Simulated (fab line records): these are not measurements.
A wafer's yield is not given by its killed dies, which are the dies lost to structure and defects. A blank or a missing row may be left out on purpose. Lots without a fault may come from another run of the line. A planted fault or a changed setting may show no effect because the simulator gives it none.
2 desks looking at one fault -- flow gf180mcu -- numbers are kept per desk, each desk with only its own; the story behind them comes last
Where a reading is given only as a bound, like >300, the bound stands for it, and a mean or a difference that rests on one is marked > or <: the true number lies beyond.

THE TOOL OWNER'S DESK: pvd-sputter-01
The tool's own readings at GF_M1_SPUTTER_02 (material AlCu, target thk 450 nm, time 23.9 s): means of the sampled wafers that have a number, for each lot that ran on this tool. Any lot whose mean is over 4 standard deviations away from the usual mean is out of limits and marked OUT; that distance is given in the brackets.
Columns: A = cathode-dc-power-W at GF_M1_SPUTTER_02, usual 10600 W; B = chamber-pressure-pa at GF_M1_SPUTTER_02, usual 0.4001 Pa; C = throttle-valve-pct at GF_M1_SPUTTER_02, usual 30.6 %
lot,first seen here,A,B,C
L516,day 16 22:38,10598,0.4005,30.3
L521,day 18 17:13,10598,0.4005,30.6
L523,day 18 21:29,10602,0.4000,30.5
L535,day 23 02:37,10601,0.3998,31.0
Finding of this desk: none of the 4 lots has anything out of limits.

AT THE METROLOGY DESK
Means of the sampled wafers that have a number, per lot and without regard to the tool the lot ran on: this is what the gauges read. Any lot whose mean is over 4 standard deviations away from the usual mean is out of limits and marked OUT; that distance is given in the brackets.
Columns: A = CONTACT_W_RS at GF_CONTACT_RS_MEAS_25, usual 0.387 ohm/sq; B = M1_ALCU_RS at GF_M1_RS_MEAS_05, usual 0.0697 ohm/sq; C = M1_ALCU_THK at GF_M1_THK_MEAS_06, usual 452 nm; D = cd-nm at GF_M1_CD_MEAS_14, usual 230.0 nm
lot,first seen here,A,B,C,D
L517,day 16 20:29,0.391,0.0696,452,231.0
L516,day 16 22:03,0.381,0.0699,451,227.4
L521,day 18 16:37,0.388,0.0691,455,228.4
L522,day 18 19:57,0.387,0.0705,447,228.9
L523,day 18 20:52,0.382,0.0706,447,230.2
L524,day 19 01:31,0.383,0.0694,452,231.5
L527,day 20 14:04,0.382,7.1567 (+99 or more) OUT,<0 (<-85) OUT,230.7
L528,day 20 16:17,0.385,7.1555 (+99 or more) OUT,<0 (<-85) OUT,229.7
L532,day 22 02:14,0.386,0.0696,455,228.9
L533,day 22 13:04,0.382,0.0700,454,232.0
L535,day 23 02:00,0.389,0.0695,457,229.3
L534,day 23 02:52,0.388,0.0690,459,229.3
Per this desk, out of limits: L527, L528; the first was L527, day 20 14:46 (M1_ALCU_RS at GF_M1_RS_MEAS_05). L517, L516, L521, L522, L523, L524, L532, L533, L535, L534: within limits.

ALL TOGETHER
L527, L528 would have let the metrology desk raise an alarm at day 20 14:46.
The tool owner's desk saw nothing out of limits.
The tool owner's desk has no number on record for L527, L528.
Of the lots named, all ran GF_M1_SPUTTER_02 on pvd-sputter-01.

WHAT WAS PUT IN BY THE SIMULATOR
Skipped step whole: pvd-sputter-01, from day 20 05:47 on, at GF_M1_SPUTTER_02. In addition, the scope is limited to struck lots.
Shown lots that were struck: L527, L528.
Time in hours between the start of the fault and the first out-of-limits reading at each desk: metrology desk, 9.
